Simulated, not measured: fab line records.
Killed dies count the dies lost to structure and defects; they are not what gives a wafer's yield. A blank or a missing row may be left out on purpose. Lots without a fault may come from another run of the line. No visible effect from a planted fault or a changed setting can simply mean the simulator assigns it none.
fab line records | flow sky130
record lots=11 | wafers=33 | last-day=51
route steps=708 shown FIELD_ISO@1 VT_ADJUST_LVTN@106 VT_ADJUST_HVTR@141 SONOS_TUNNEL@162 PAD_OPEN@708
lots that met no fault: taken from a fault-free run of the same line
start-h: the number of hours between the record's first day and the start of the first shown wafer of the lot | wait-h: hours elapsed since this lot's preceding step | " the same as in the row above | L1.1+2: several wafers, shown together as one row | - no value present, or no start provided | * or withheld: withheld | < > ~ a bound
route shown NAME@n: NAME is a module with steps in the file, n the number in the route of the first one | usual: mean/standard deviation taken from wafers without a fault | same: alike in all rows | chamber/n: place in a boat | sites: each site's reading | _std_site: how widely they spread, as a standard deviation | _edge_site: mean of outer sites minus mean of inner sites | radius-mm: for every site, how far away it sits from the centre of the wafer | mask NAME#n: copy n | behind: tool/chamber where the wafer was last shaped | hold: why the lot went on hold/how many hours it stayed there/how the hold came to an end | device: which transistor (n, p or np) failed to switch | end of line: at the end of the route, the tests of the same wafers | for a step that has no rows: nothing shown but its recipe | killed: at the first sort, the dies lost to defects and structure; wafer yield is something else | map: a wafer's dies, marking killed ones x, the rest . and places with no die _
set.NAME: the setting the step ran with; set.NAME@STEP: the setting that earlier step ran with | model.NAME: the simulator's own value behind a step, which no gauge read
route steps across a sampled set of lots; one table per step, one row per wafer
services: from which hour (start-h, from the record's first day; less than 0 if before it) a tool's chamber was out of use, for how many hours, and why
## steps
# step SKY_FIELD_ISO_BOW_MEAS_00
# recipe mode=bow
# usual INCOMING_BOW=1/6.9
lot.wafer | tool          | chamber | start-h | wait-h | INCOMING_BOW[um]
L784.1    | film-metro-02 | -       | 10.00   | -      | 6
L784.3    | "             | -       | "       | "      | -2
L784.5    | "             | -       | "       | "      | 4
L786.2    | film-metro-04 | -       | 20.02   | -      | -2
L786.5    | "             | -       | "       | "      | -4
L786.6    | "             | -       | "       | "      | 3
L787.3    | film-metro-01 | -       | 25.04   | -      | 4
L787.5    | "             | -       | "       | "      | -6
L787.6    | "             | -       | "       | "      | -3
L791.1    | film-metro-01 | -       | 45.00   | -      | -1
L791.3    | "             | -       | "       | "      | -5
L791.6    | "             | -       | "       | "      | -1
L792.2    | film-metro-02 | -       | 50.02   | -      | 5
L792.3    | "             | -       | "       | "      | -9
L792.4    | "             | -       | "       | "      | 5
L793.1    | film-metro-04 | -       | 55.00   | -      | 13
L793.4    | "             | -       | "       | "      | 5
L793.6    | "             | -       | "       | "      | 2
L795.2    | film-metro-01 | -       | 65.02   | -      | 1
L795.4    | "             | -       | "       | "      | 4
L795.6    | "             | -       | "       | "      | 3
L796.1    | film-metro-01 | -       | 70.00   | -      | 2
L796.2    | "             | -       | "       | "      | -6
L796.3    | "             | -       | "       | "      | -10
L797.2    | film-metro-04 | -       | 75.02   | -      | 4
L797.5    | "             | -       | "       | "      | -2
L797.6    | "             | -       | "       | "      | -4
L805.1    | film-metro-04 | -       | 115.00  | -      | 5
L805.2    | "             | -       | "       | "      | 10
L805.5    | "             | -       | "       | "      | -11
L806.2    | film-metro-04 | -       | 120.02  | -      | 5
L806.4    | "             | -       | "       | "      | 7
L806.5    | "             | -       | "       | "      | 6
# step SKY_VT_ADJUST_LVTN_STRIP_09
# recipe chemistry=O2/N2 | power-w=1400 | pressure-mtorr=1500 | platen-temp-c=withheld | o2-flow-sccm=3000 | n2-flow-sccm=300 | overash-fraction=0.5
# usual drypump-motor-current-A=5.6/0.42 | oes-product-au=0.722/0.005 | strip-time-to-endpoint-s=36.94/0.095
lot.wafer | tool            | chamber | start-h | wait-h | drypump-motor-current-A | oes-product-au | rf-hours-counter-h | strip-time-to-endpoint-s
L784.1    | plasma-asher-01 | 0       | 144.02  | 0.1    | 4.7                     | 0.717          | 2                  | 36.93
L784.3    | "               | 0       | "       | "      | 4.7                     | 0.728          | -                  | 36.83
L784.5    | "               | 0       | "       | "      | 4.7                     | 0.717          | -                  | 36.95
L786.2    | plasma-asher-01 | 0       | 155.32  | 0.1    | 4.7                     | 0.719          | 4                  | 37.12
L786.5    | "               | 1       | "       | "      | 5.9                     | 0.721          | -                  | 37.01
L786.6    | "               | 0       | "       | "      | 4.7                     | 0.721          | -                  | 37.08
L787.3    | plasma-asher-01 | 0       | 159.20  | 0.1    | 4.8                     | 0.725          | -                  | 36.96
L787.5    | "               | 0       | "       | "      | 4.7                     | 0.727          | -                  | 36.88
L787.6    | "               | 1       | "       | "      | 5.9                     | 0.717          | -                  | 36.82
L791.1    | plasma-asher-03 | 1       | 187.87  | 0.1    | 5.5                     | 0.720          | 37                 | 36.89
L791.3    | "               | 0       | "       | "      | 5.9                     | 0.718          | -                  | 36.86
L791.6    | "               | 1       | "       | "      | 5.5                     | 0.723          | -                  | 36.82
L792.2    | plasma-asher-03 | 1       | 196.12  | 0.1    | 5.5                     | 0.722          | 38                 | 36.96
L792.3    | "               | 0       | "       | "      | 5.9                     | 0.724          | -                  | 36.84
L792.4    | "               | 1       | "       | "      | 5.5                     | 0.726          | -                  | 36.89
L793.1    | plasma-asher-04 | 1       | 202.52  | 0.1    | 5.6                     | 0.890          | 51                 | -
L793.4    | "               | 1       | "       | "      | 5.6                     | 0.882          | -                  | -
L793.6    | "               | 1       | "       | "      | 5.6                     | 0.884          | -                  | -
L795.2    | plasma-asher-03 | 0       | 225.67  | 0.1    | 5.9                     | 0.726          | 41                 | 36.91
L795.4    | "               | 1       | "       | "      | 5.5                     | 0.716          | -                  | 36.87
L795.6    | "               | 0       | "       | "      | 5.9                     | 0.732          | -                  | 36.85
L796.1    | plasma-asher-01 | 1       | 226.02  | 0.1    | 5.9                     | 0.723          | 10                 | 36.91
L796.2    | "               | 0       | "       | "      | 4.8                     | 0.718          | 10                 | 36.96
L796.3    | "               | 1       | "       | "      | 5.9                     | 0.722          | -                  | 36.97
L797.2    | plasma-asher-03 | 0       | 229.22  | 0.1    | 5.9                     | 0.721          | 42                 | 36.93
L797.5    | "               | 1       | "       | "      | 5.5                     | 0.723          | -                  | 36.92
L797.6    | "               | 0       | "       | "      | 5.9                     | 0.717          | -                  | 36.95
L805.1    | plasma-asher-04 | 0       | 280.97  | 0.1    | 5.8                     | 0.729          | 58                 | 36.95
L805.2    | "               | 1       | "       | "      | 5.6                     | 0.721          | 58                 | 37.08
L805.5    | "               | 1       | "       | "      | 5.6                     | 0.738          | -                  | 36.96
L806.2    | plasma-asher-04 | 1       | 287.77  | 0.1    | 5.6                     | 0.720          | 58                 | 36.83
L806.4    | "               | 1       | "       | "      | 5.6                     | 0.725          | -                  | 36.87
L806.5    | "               | 0       | "       | "      | 5.7                     | 0.726          | -                  | 36.83
# step SKY_VT_ADJUST_LVTN_STRIP_20
# recipe chemistry=O2/N2 | power-w=1400 | pressure-mtorr=1500 | platen-temp-c=withheld | o2-flow-sccm=3000 | n2-flow-sccm=300 | overash-fraction=0.5
# usual drypump-motor-current-A=5.5/0.46 | oes-product-au=0.716/0.0049 | strip-time-to-endpoint-s=14.20/0.057
lot.wafer | tool            | chamber | start-h | wait-h | drypump-motor-current-A | oes-product-au | rf-hours-counter-h | strip-time-to-endpoint-s
L784.1    | plasma-asher-03 | 0       | 164.17  | 0.1    | 5.9                     | 0.721          | 35                 | 14.10
L784.3    | "               | 1       | "       | "      | 5.5                     | 0.717          | -                  | 14.14
L784.5    | "               | 0       | "       | "      | 5.9                     | 0.718          | -                  | 14.11
L786.2    | plasma-asher-04 | 1       | 175.72  | 0.1    | 5.7                     | 0.713          | 48                 | 14.20
L786.5    | "               | 1       | "       | "      | 5.7                     | 0.709          | -                  | 14.23
L786.6    | "               | 0       | "       | "      | 5.8                     | 0.720          | -                  | 14.18
L787.3    | plasma-asher-01 | 0       | 179.79  | 0.1    | 4.7                     | 0.721          | -                  | 14.22
L787.5    | "               | 0       | "       | "      | 4.7                     | 0.718          | -                  | 14.25
L787.6    | "               | 1       | "       | "      | 5.9                     | 0.709          | -                  | 14.26
L791.1    | plasma-asher-03 | 1       | 209.12  | 0.1    | 5.5                     | 0.716          | 40                 | 14.27
L791.3    | "               | 0       | "       | "      | 5.9                     | 0.717          | -                  | 14.23
L791.6    | "               | 0       | "       | "      | 5.9                     | 0.721          | -                  | 14.26
L792.2    | plasma-asher-01 | 1       | 217.47  | 0.1    | 5.9                     | 0.720          | 10                 | 14.23
L792.3    | "               | 1       | "       | "      | 5.9                     | 0.705          | -                  | 14.25
L792.4    | "               | 0       | "       | "      | 4.7                     | 0.725          | -                  | 14.23
L793.1    | plasma-asher-01 | 0       | 225.12  | 0.1    | 4.7                     | 0.719          | 10                 | 49.10
L793.4    | "               | 1       | "       | "      | 5.9                     | 0.728          | -                  | 49.10
L793.6    | "               | 0       | "       | "      | 4.7                     | 0.727          | -                  | 49.08
L795.2    | plasma-asher-03 | 0       | 248.67  | 0.1    | 5.9                     | 0.709          | 44                 | 14.20
L795.4    | "               | 0       | "       | "      | 5.9                     | 0.710          | -                  | 14.19
L795.6    | "               | 1       | "       | "      | 5.5                     | 0.728          | -                  | 14.21
L796.1    | plasma-asher-01 | 1       | 248.97  | 0.1    | 5.9                     | 0.714          | 13                 | 14.27
L796.2    | "               | 0       | "       | "      | 4.7                     | 0.723          | 13                 | 14.27
L796.3    | "               | 0       | "       | "      | 4.7                     | 0.706          | -                  | 14.27
L797.2    | plasma-asher-01 | 0       | 252.62  | 0.1    | 4.7                     | 0.719          | 13                 | 14.15
L797.5    | "               | 1       | "       | "      | 5.9                     | 0.722          | -                  | 14.13
L797.6    | "               | 0       | "       | "      | 4.8                     | 0.715          | -                  | 14.12
L805.1    | plasma-asher-01 | 1       | 306.37  | 0.1    | 5.9                     | 0.716          | 19                 | 14.28
L805.2    | "               | 0       | "       | "      | 4.7                     | 0.717          | 19                 | 14.29
L805.5    | "               | 0       | "       | "      | 4.7                     | 0.717          | -                  | 14.22
L806.2    | plasma-asher-03 | 0       | 312.57  | 0.1    | 5.9                     | 0.714          | 49                 | 14.14
L806.4    | "               | 0       | "       | "      | 5.9                     | 0.719          | -                  | 14.12
L806.5    | "               | 0       | "       | "      | 5.9                     | 0.718          | -                  | 14.12
# step SKY_VT_ADJUST_LVTN_TW_MEAS_21
# usual VT_ADJUST_LVTN_2_TW=188.4/1.6
lot.wafer | tool          | chamber | start-h | wait-h | hold                     | VT_ADJUST_LVTN_2_TW
L784.1    | film-metro-03 | -       | 164.27  | 0.1    | -                        | 184.4
L784.3    | "             | -       | "       | "      | -                        | 184.9
L784.5    | "             | -       | "       | "      | -                        | 186.1
L786.2    | film-metro-02 | -       | 175.83  | 0.1    | -                        | 189.3
L786.5    | "             | -       | "       | "      | -                        | 189.3
L786.6    | "             | -       | "       | "      | -                        | 189.3
L787.3    | film-metro-02 | -       | 179.88  | 0.1    | -                        | 189.3
L787.5    | "             | -       | "       | "      | -                        | 190.3
L787.6    | "             | -       | "       | "      | -                        | 189.1
L791.1    | film-metro-02 | -       | 209.22  | 0.1    | -                        | 189.6
L791.3    | "             | -       | "       | "      | -                        | 188.9
L791.6    | "             | -       | "       | "      | -                        | 190.2
L792.2    | film-metro-02 | -       | 217.58  | 0.1    | -                        | 190.2
L792.3    | "             | -       | "       | "      | -                        | 190.0
L792.4    | "             | -       | "       | "      | -                        | 189.5
L793.1    | film-metro-03 | -       | 225.22  | 0.1    | await-dispo/0.2h/release | 29.7
L793.4    | "             | -       | "       | "      | await-dispo/0.2h/release | 29.8
L793.6    | "             | -       | "       | "      | await-dispo/0.2h/release | 29.6
L793.1    | film-metro-03 | -       | 225.44  | 0.2    | -                        | 29.9
L793.4    | "             | -       | "       | "      | -                        | 29.8
L793.6    | "             | -       | "       | "      | -                        | 29.7
L795.2    | film-metro-03 | -       | 248.78  | 0.1    | -                        | 186.0
L795.4    | "             | -       | "       | "      | -                        | 185.0
L795.6    | "             | -       | "       | "      | -                        | 185.6
L796.1    | film-metro-02 | -       | 249.07  | 0.1    | -                        | 187.4
L796.2    | "             | -       | "       | "      | -                        | 188.1
L796.3    | "             | -       | "       | "      | -                        | 188.6
L797.2    | film-metro-01 | -       | 252.73  | 0.1    | -                        | 190.2
L797.5    | "             | -       | "       | "      | -                        | 189.9
L797.6    | "             | -       | "       | "      | -                        | 188.8
L805.1    | film-metro-02 | -       | 306.47  | 0.1    | -                        | 187.3
L805.2    | "             | -       | "       | "      | -                        | 188.3
L805.5    | "             | -       | "       | "      | -                        | 188.2
L806.2    | film-metro-01 | -       | 312.68  | 0.1    | -                        | 189.2
L806.4    | "             | -       | "       | "      | -                        | 187.6
L806.5    | "             | -       | "       | "      | -                        | 189.3
# step SKY_VT_ADJUST_HVTR_STRIP_10
# recipe chemistry=O2/N2 | power-w=1400 | pressure-mtorr=1500 | platen-temp-c=withheld | o2-flow-sccm=3000 | n2-flow-sccm=300 | overash-fraction=0.5
# usual drypump-motor-current-A=5.5/0.44 | oes-product-au=0.715/0.0042 | strip-time-to-endpoint-s=14.18/0.047
lot.wafer | tool            | chamber | start-h | wait-h | drypump-motor-current-A | oes-product-au | rf-hours-counter-h | strip-time-to-endpoint-s
L784.1    | plasma-asher-02 | 0       | 205.64  | 0.1    | 5.6                     | 0.718          | 50                 | 14.15
L784.3    | "               | 0       | "       | "      | 5.6                     | 0.719          | -                  | 14.13
L784.5    | "               | 0       | "       | "      | 5.6                     | 0.708          | -                  | 14.16
L786.2    | plasma-asher-01 | 0       | 218.99  | 0.1    | 4.7                     | 0.708          | 10                 | 14.20
L786.5    | "               | 0       | "       | "      | 4.7                     | 0.711          | -                  | 14.24
L786.6    | "               | 1       | "       | "      | 5.9                     | 0.713          | -                  | 14.20
L787.3    | plasma-asher-04 | 0       | 223.37  | 0.1    | 5.7                     | 0.712          | -                  | 14.15
L787.5    | "               | 1       | "       | "      | 5.6                     | 0.716          | -                  | 14.20
L787.6    | "               | 0       | "       | "      | 5.7                     | 0.715          | -                  | 14.17
L791.1    | plasma-asher-04 | 0       | 255.99  | 0.1    | 5.8                     | 0.718          | 55                 | 14.19
L791.3    | "               | 1       | "       | "      | 5.6                     | 0.714          | -                  | 14.18
L791.6    | "               | 1       | "       | "      | 5.6                     | 0.723          | -                  | 14.27
L792.2    | plasma-asher-04 | 1       | 271.29  | 0.1    | 5.6                     | 0.718          | 57                 | 14.22
L792.3    | "               | 1       | "       | "      | 5.6                     | 0.725          | -                  | 14.16
L792.4    | "               | 0       | "       | "      | 5.7                     | 0.711          | -                  | 14.23
L795.2    | plasma-asher-04 | 0       | 297.79  | 0.1    | 5.8                     | 0.716          | 59                 | 14.18
L795.4    | "               | 1       | "       | "      | 5.6                     | 0.714          | -                  | 14.22
L795.6    | "               | 0       | "       | "      | 5.8                     | 0.714          | -                  | 14.24
L796.1    | plasma-asher-02 | 1       | 298.09  | 0.1    | 5.3                     | 0.719          | 58                 | 14.17
L796.2    | "               | 0       | "       | "      | 5.6                     | 0.716          | 58                 | 14.13
L796.3    | "               | 1       | "       | "      | 5.3                     | 0.715          | -                  | 14.15
L797.2    | plasma-asher-01 | 0       | 301.29  | 0.1    | 4.7                     | 0.713          | 18                 | 14.15
L797.5    | "               | 1       | "       | "      | 5.9                     | 0.718          | -                  | 14.17
L797.6    | "               | 0       | "       | "      | 4.7                     | 0.722          | -                  | 14.14
L805.1    | plasma-asher-01 | 1       | 360.34  | 0.1    | 5.9                     | 0.716          | 24                 | 14.19
L805.2    | "               | 0       | "       | "      | 4.7                     | 0.719          | 24                 | 14.17
L805.5    | "               | 1       | "       | "      | 5.9                     | 0.716          | -                  | 14.16
L806.2    | plasma-asher-04 | 0       | 367.04  | 0.1    | 5.8                     | 0.720          | 66                 | 14.18
L806.4    | "               | 1       | "       | "      | 5.6                     | 0.721          | -                  | 14.18
L806.5    | "               | 1       | "       | "      | 5.6                     | 0.713          | -                  | 14.21
# step SKY_SONOS_TUNNEL_OVL_MEAS_08
# usual SONOS_TUNNEL_OVL=-0.4/1.4
lot.wafer | tool       | chamber | start-h | wait-h | SONOS_TUNNEL_OVL[nm]
L784.1    | overlay-01 | -       | 250.45  | 0.1    | 2.2
L784.3    | "          | -       | "       | "      | 1.5
L784.5    | "          | -       | "       | "      | 2.0
L786.2    | overlay-01 | -       | 266.36  | 0.1    | -1.8
L786.5    | "          | -       | "       | "      | -0.1
L786.6    | "          | -       | "       | "      | 0.7
L787.3    | overlay-01 | -       | 269.71  | 0.1    | -0.5
L787.5    | "          | -       | "       | "      | -0.8
L787.6    | "          | -       | "       | "      | -0.8
L791.1    | overlay-02 | -       | 305.10  | 0.1    | 0.8
L791.3    | "          | -       | "       | "      | -0.6
L791.6    | "          | -       | "       | "      | -0.9
L792.2    | overlay-01 | -       | 321.96  | 0.1    | -0.5
L792.3    | "          | -       | "       | "      | -0.9
L792.4    | "          | -       | "       | "      | -0.3
L795.2    | overlay-01 | -       | 351.51  | 0.1    | -2.3
L795.4    | "          | -       | "       | "      | -1.4
L795.6    | "          | -       | "       | "      | -3.2
L796.1    | overlay-02 | -       | 351.65  | 0.1    | -1.5
L796.2    | "          | -       | "       | "      | -0.5
L796.3    | "          | -       | "       | "      | -2.5
L797.2    | overlay-02 | -       | 353.91  | 0.1    | 0.7
L797.5    | "          | -       | "       | "      | -2.2
L797.6    | "          | -       | "       | "      | 0.5
L805.1    | overlay-01 | -       | 418.55  | 0.1    | 0.0
L805.2    | "          | -       | "       | "      | -0.7
L805.5    | "          | -       | "       | "      | -0.4
L806.2    | overlay-01 | -       | 424.91  | 0.1    | 1.8
L806.4    | "          | -       | "       | "      | 2.1
L806.5    | "          | -       | "       | "      | 1.2
# step SKY_PAD_OPEN_PROBE_99
# usual defect-limited-yield=82.5/2 | killed_at_M0_to_M3=42/7.3 | killed_at_M4_up=3.4/2 | killed-at-contacts=24/5.6 | killed-at-front-end=16/4.5 | killed-at-other=0.2/0.51 | killed-dies=86/9.8 | killed-open=46/7 | killed-short=40/6.7 | sort_bin_3_pad_short=0.9/0.42 | sort_bin_5_function=10.3/1.5 | sort_bin_6_memory=6.3/1.3 | sort-n-pass=406/9.8 | sort-yield-pct=82.5/2
# same gross-dies=492 | killed-at-back-side=0 | sort_bin_4_leakage[%]=0 | sort_bin_8_speed[%]=0
lot.wafer | tool      | chamber | start-h | wait-h | defect-limited-yield[%] | killed_at_M0_to_M3 | killed_at_M4_up | killed-at-contacts | killed-at-front-end | killed-at-other | killed-dies | killed-open | killed-short | sort_bin_3_pad_short[%] | sort_bin_5_function[%] | sort_bin_6_memory[%] | sort-n-pass | sort-yield-pct[%]
L787.3    | prober-01 | -       | 1103.35 | 0.3    | 82.7                    | 46                 | 2               | 23                 | 14                  | 0               | 85          | 50          | 35           | 1.2                     | 10.0                   | 6.1                  | 407         | 82.7
L787.5    | prober-01 | -       | 1103.45 | 0.4    | 84.8                    | 37                 | 3               | 21                 | 14                  | 0               | 75          | 48          | 27           | 0                       | 11.8                   | 3.5                  | 417         | 84.8
L787.6    | prober-01 | -       | 1103.50 | 0.4    | 83.5                    | 39                 | 7               | 22                 | 13                  | 0               | 81          | 44          | 36           | 0.4                     | 9.1                    | 6.9                  | 411         | 83.5
L795.6    | prober-01 | -       | 1213.26 | 0.2    | 81.3                    | 48                 | 5               | 25                 | 14                  | 0               | 92          | 46          | 46           | 0.6                     | 10.2                   | 7.9                  | 400         | 81.3
# killed by level:class
L787.3 VIA1:geometric-particle:open=13 LI_CONTACT:geometric-particle:open=7 CONTACT:geometric-particle:open=7 VIA3:geometric-particle:open=6 VIA1:geometric-particle:short=4 METAL2:geometric-particle:short=4 VIA2:geometric-particle:open=4 VIA3:geometric-particle:short=4
L787.5 VIA1:geometric-particle:open=11 LI_CONTACT:geometric-particle:open=10 CONTACT:geometric-particle:open=9 VIA3:geometric-particle:open=8 POLY_GATE:geometric-particle:short=6 FIELD_ISO:geometric-particle:open=4 METAL3:geometric-particle:short=4 METAL1:geometric-particle:short=3
L787.6 VIA1:geometric-particle:open=10 CONTACT:geometric-particle:open=7 FIELD_ISO:geometric-particle:short=6 METAL2:geometric-particle:short=6 VIA2:geometric-particle:open=5 VIA3:geometric-particle:open=5 FIELD_ISO:geometric-particle:open=4 LI_CONTACT:geometric-particle:open=4
L795.6 CONTACT:geometric-particle:open=11 VIA2:geometric-particle:open=10 LI_CONTACT:geometric-particle:open=8 VIA1:geometric-particle:short=6 VIA1:geometric-particle:open=6 METAL2:geometric-particle:short=6 VIA3:geometric-particle:short=6 METAL1:geometric-particle:short=5
## services
tool            | chamber | start-h | hours | kind
plasma-asher-02 | -       | 188.66  | 0.8   | repair
plasma-asher-04 | -       | 247.42  | 4.9   | repair
plasma-asher-03 | -       | 256.09  | 0.7   | repair
plasma-asher-01 | -       | 271.29  | 1.3   | repair
plasma-asher-03 | -       | 297.28  | 13.5  | repair
plasma-asher-01 | -       | 297.56  | 0.5   | repair
plasma-asher-03 | -       | 301.51  | 1.0   | repair
plasma-asher-04 | -       | 363.80  | 2.8   | pm
## key
first-sign step=SKY_VT_ADJUST_LVTN_STRIP_09 | reading=oes-product-au | direction=up | sigmas=33 | usual=0.722 | struck=0.886
effect step=SKY_VT_ADJUST_LVTN_STRIP_20 | reading=strip-time-to-endpoint-s | direction=up | sigmas=99+ | usual=* | struck=*
effect step=SKY_VT_ADJUST_LVTN_TW_MEAS_21 | reading=visit | direction=added
effect step=SKY_VT_ADJUST_LVTN_TW_MEAS_21 | reading=VT_ADJUST_LVTN_2_TW | direction=down | sigmas=99+ | usual=188.4 | struck=29.7
met-at SKY_VT_ADJUST_LVTN_STRIP_09
struck-lots L793
scrapped-behind SKY_VT_ADJUST_LVTN_TW_MEAS_21 L793.1,L793.4,L793.6
not-acting-at SKY_FIELD_ISO_BOW_MEAS_00,SKY_VT_ADJUST_HVTR_STRIP_10,SKY_SONOS_TUNNEL_OVL_MEAS_08
fault kind=strip-aborted | tool=plasma-asher-04 | chamber=- | onset-h=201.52 | steps=SKY_VT_ADJUST_LVTN_STRIP_09 | offset=0.9694 | end-h=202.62
